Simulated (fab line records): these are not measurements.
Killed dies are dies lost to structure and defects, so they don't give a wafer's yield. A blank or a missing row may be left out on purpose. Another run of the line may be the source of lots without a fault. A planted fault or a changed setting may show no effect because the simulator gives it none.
The tool behind it: which one?    flow gf180mcu    15 lots, 43 wafers sampled, at 4 steps of a route of 602

WHAT EACH GAUGE READ, for each wafer
GF_M5_CD_MEAS_07: the cd target is 280 nm. Usual: cd_nm 280.0 nm, standard deviation 1.2.
lot   measured      on         cd_nm (nm)         flag
L196  day 26 06:12  cd_sem-02  278.1 277.7 277.9  
L198  day 27 01:47  cd_sem-01  279.8 280.0 280.1  
L199  day 27 09:37  cd_sem-02  279.2 280.2 278.9  
L200  day 27 16:07  cd_sem-02  - - -              OFF
L201  day 28 02:22  cd_sem-01  -                  OFF
L202  day 28 02:49  cd_sem-01  - - -              OFF
L203  day 28 17:32  cd_sem-01  279.1 279.4 278.8  
L206  day 29 11:40  cd_sem-02  282.5 280.8 281.3  
L211  day 30 20:09  cd_sem-02  280.0 279.0 279.0  
L212  day 31 00:01  cd_sem-01  279.0 279.2 278.9  
L213  day 31 08:01  cd_sem-02  280.7 281.8 282.3  
L214  day 31 14:49  cd_sem-01  279.9 280.7 281.8  
L217  day 32 08:56  cd_sem-01  279.7 280.1 279.6  
L218  day 32 12:37  cd_sem-02  280.8 281.0 280.1  
L219  day 32 23:29  cd_sem-01  279.4 278.5 279.5  

TOOL THAT RAN EACH LOT (tool first, then ch and the chambers of the sampled wafers, then the start)
lot   GF_MIM_CVD_05                    GF_MIM_STRIP_20                       GF_M5_DEVELOP_06
L196  pecvd-03 ch 1,2, day 24 10:51    plasma_asher-01 ch 1, day 25 08:42    litho_track-02 ch 0, day 26 06:04
L198  pecvd-04 ch 0,2, day 25 06:47    plasma_asher-04 ch 0,1, day 26 03:56  litho_track-03 ch 0, day 27 01:38
L199  pecvd-04 ch 0,1,2, day 25 15:58  plasma_asher-03 ch 0,1, day 26 12:17  litho_track-02 ch 0, day 27 09:29
L200  pecvd-01 ch 1,2, day 25 22:40    plasma_asher-01 ch 0,1, day 26 19:44  litho_track-03, day 27 15:59
L201  pecvd-04 ch 2, day 26 08:41      plasma_asher-03 ch 0, day 27 05:40    litho_track-02, day 28 02:14
L202  pecvd-01 ch 0,1,2, day 26 09:38  plasma_asher-03 ch 0,1, day 27 06:14  litho_track-04, day 28 02:40
L203  pecvd-04 ch 0,1,2, day 27 00:42  plasma_asher-03 ch 0,1, day 27 21:20  litho_track-02 ch 0, day 28 17:23
L206  pecvd-04 ch 0,2, day 27 19:58    plasma_asher-04 ch 0,1, day 28 16:08  litho_track-04 ch 0, day 29 11:31
L211  pecvd-01 ch 1,2, day 29 07:26    plasma_asher-03 ch 0,1, day 30 01:44  litho_track-03 ch 0, day 30 20:00
L212  pecvd-03 ch 1,2, day 29 10:42    plasma_asher-03 ch 0,1, day 30 05:47  litho_track-03 ch 0, day 30 23:53
L213  pecvd-03 ch 0,1,2, day 29 19:32  plasma_asher-04 ch 0,1, day 30 13:56  litho_track-02 ch 0, day 31 07:48
L214  pecvd-03 ch 0,1, day 30 02:30    plasma_asher-04 ch 0,1, day 30 21:20  litho_track-04 ch 0, day 31 14:40
L217  pecvd-01 ch 0,1,2, day 30 22:25  plasma_asher-04 ch 0,1, day 31 15:44  litho_track-03 ch 0, day 32 08:47
L218  pecvd-03 ch 0,2, day 31 01:49    plasma_asher-04 ch 0,1, day 31 19:40  litho_track-02 ch 0, day 32 12:29
L219  pecvd-03 ch 0,1,2, day 31 13:54  plasma_asher-03 ch 0,1, day 32 06:47  litho_track-02 ch 0, day 32 23:20
- GF_MIM_CVD_05: deposits Si3N4, target thk 42 nm, time 29.086 s.
- GF_MIM_STRIP_20: strips in O2/N2.
- GF_M5_DEVELOP_06: develop time 60 s.

WHAT THE TOOLS THEMSELVES READ (means of the sampled wafers that have a number; where no wafer has one, the mark that the record gives instead)
GF_MIM_CVD_05. Usual: heater_power_w 630 W, standard deviation 100.
lot   tool      heater_power_w (W)  flag
L196  pecvd-03  616                 
L198  pecvd-04  532                 
L199  pecvd-04  584                 
L200  pecvd-01  868                 
L201  pecvd-04  641                 
L202  pecvd-01  699                 
L203  pecvd-04  584                 
L206  pecvd-04  561                 
L211  pecvd-01  798                 
L212  pecvd-03  572                 
L213  pecvd-03  612                 
L214  pecvd-03  598                 
L217  pecvd-01  708                 
L218  pecvd-03  591                 
L219  pecvd-03  611                 

GF_MIM_STRIP_20. Usual: drypump_motor_current_A 5.7 A, standard deviation 0.5; heater_power_w 339 W, standard deviation 30; oes_product_au 0.692 a.u., standard deviation 0.0052; strip_time_to_endpoint_s 11.22 s, standard deviation 0.052.
lot   tool             drypump_motor_current_A (A)  heater_power_w (W)  oes_product_au (a.u.)  strip_time_to_endpoint_s (s)  flag
L196  plasma_asher-01  6.0                          344                 0.690                  11.19                         
L198  plasma_asher-04  5.4                          368                 0.694                  11.27                         
L199  plasma_asher-03  6.2                          327                 0.685                  11.22                         
L200  plasma_asher-01  5.9                          318                 0.694                  11.32                         
L201  plasma_asher-03  6.6                          307                 0.690                  11.27                         
L202  plasma_asher-03  5.8                          344                 0.691                  11.21                         
L203  plasma_asher-03  5.8                          341                 0.694                  11.24                         
L206  plasma_asher-04  5.4                          364                 0.694                  11.24                         
L211  plasma_asher-03  6.2                          326                 0.694                  11.20                         
L212  plasma_asher-03  5.8                          339                 0.690                  11.19                         
L213  plasma_asher-04  5.4                          367                 0.694                  11.22                         
L214  plasma_asher-04  5.3                          360                 0.687                  11.15                         
L217  plasma_asher-04  5.4                          366                 0.693                  11.21                         
L218  plasma_asher-04  5.3                          343                 0.685                  11.15                         
L219  plasma_asher-03  6.2                          329                 0.691                  11.15                         

GF_M5_DEVELOP_06. Usual: chill_plate_temp_C 22.99 C, standard deviation 0.096.
lot   tool            chill_plate_temp_C (C)  flag
L196  litho_track-02  22.96                   
L198  litho_track-03  23.14                   
L199  litho_track-02  22.98                   
L200  litho_track-03  -                       OFF
L201  litho_track-02  -                       OFF
L202  litho_track-04  -                       OFF
L203  litho_track-02  22.91                   
L206  litho_track-04  23.07                   
L211  litho_track-03  22.98                   
L212  litho_track-03  23.12                   
L213  litho_track-02  22.88                   
L214  litho_track-04  22.91                   
L217  litho_track-03  22.95                   
L218  litho_track-02  22.93                   
L219  litho_track-02  22.94                   

THE ANSWER, worked out from the rows above alone
Rule: take the mean of a lot's wafers that have a number; if it is more than 3 standard deviations from the usual mean, the lot is off. A lot without any number at a reading at which 4 lots or more have one is off too. Where the step has rows for the other lots, those lots are counted as sound. The gauges are gone through in route order, then the tools' own readings, and for those a lot's mean is taken as printed above. At the first step where some lot is off, the reading lying furthest off is the one used; lots without a number count as furthest.
Off: L200, L201, L202, at GF_M5_CD_MEAS_07 (cd_nm). Without a number there: L200, L201, L202.
A tool fits if, at a process step before that reading, it ran every lot that is off, and no sound lot after the first of them. The gauges at GF_M5_CD_MEAS_07 aren't tried: what is off there is off at GF_M5_DEVELOP_06 too, on other tools, and a gauge's error can't cause that. No candidate that was tried fits.

WHAT HAD BEEN PUT IN BY THE SIMULATOR
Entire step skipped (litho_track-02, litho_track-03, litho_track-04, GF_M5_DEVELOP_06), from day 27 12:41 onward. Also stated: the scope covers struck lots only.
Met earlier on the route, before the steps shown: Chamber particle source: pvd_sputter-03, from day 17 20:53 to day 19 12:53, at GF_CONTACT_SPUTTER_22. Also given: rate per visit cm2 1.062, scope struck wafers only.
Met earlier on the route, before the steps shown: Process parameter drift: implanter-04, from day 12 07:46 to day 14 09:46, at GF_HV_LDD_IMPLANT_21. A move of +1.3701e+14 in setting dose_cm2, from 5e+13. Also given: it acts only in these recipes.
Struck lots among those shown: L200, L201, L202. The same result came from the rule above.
